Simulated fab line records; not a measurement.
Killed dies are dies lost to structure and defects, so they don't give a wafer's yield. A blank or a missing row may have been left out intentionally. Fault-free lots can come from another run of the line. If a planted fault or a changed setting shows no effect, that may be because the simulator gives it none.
Chamber matching ; flow sky130 ; 4 sister chambers for SKY_CONTACT_CMP_27 on cmp-01
The step polishes, stops on SiO2, t overpolish 15 s, target thk 0 nm. 8 wafers are shown with their chamber, then 7 later ones without.

== WAFERS WITH THEIR CHAMBER ==
wafer;chamber;motor_current_A (A);overpolish_run_s (s)
L650.5;0;12.6;14.996
L651.1;1;11.0;15.006
L651.6;3;11.0;15.012
L654.1;2;10.5;14.990
L654.2;0;12.4;14.995
L654.5;2;10.7;14.985
L655.2;1;11.1;15.013
L655.4;3;11.6;15.006

== WAFERS MISSING THEIR CHAMBER ==
wafer;motor_current_A (A);overpolish_run_s (s)
L655.6;11.6;14.981
L665.1;12.6;15.011
L665.4;11.8;15.008
L665.5;11.2;15.000
L666.2;11.0;15.012
L666.3;13.1;15.012
L666.4;10.8;14.995

== WHICH CHAMBER EACH WENT THROUGH ==
wafer;from the rows above;in truth
L655.6;can't be placed: 2 or 0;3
L665.1;can't be placed: 0 or 3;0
L665.4;can't be placed: 3 or 1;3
L665.5;can't be placed: 3 or 1 or 2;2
L666.2;can't be placed: 1 or 3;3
L666.3;0;0
L666.4;can't be placed: 2 or 1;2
Correctly placed: 1 of 7. From these rows, 6 cannot be placed; in 5 the true chamber is one of the candidates. 0 placed wrongly.
How it was worked out, from the rows above alone: a wafer's distance from a chamber is the root of the sum, over the readings, of the square of ((its reading less the chamber's mean) divided by the reading's scatter). If the next closest chamber is less than 2 further off than the closest, the wafer can't be placed; otherwise it belongs to the closest. The mean given for a chamber averages the wafers shown for that chamber. The scatter is the square root of a quotient: the sum, over the shown wafers, of each reading's squared deviation from its chamber's mean, divided by wafers minus chambers.
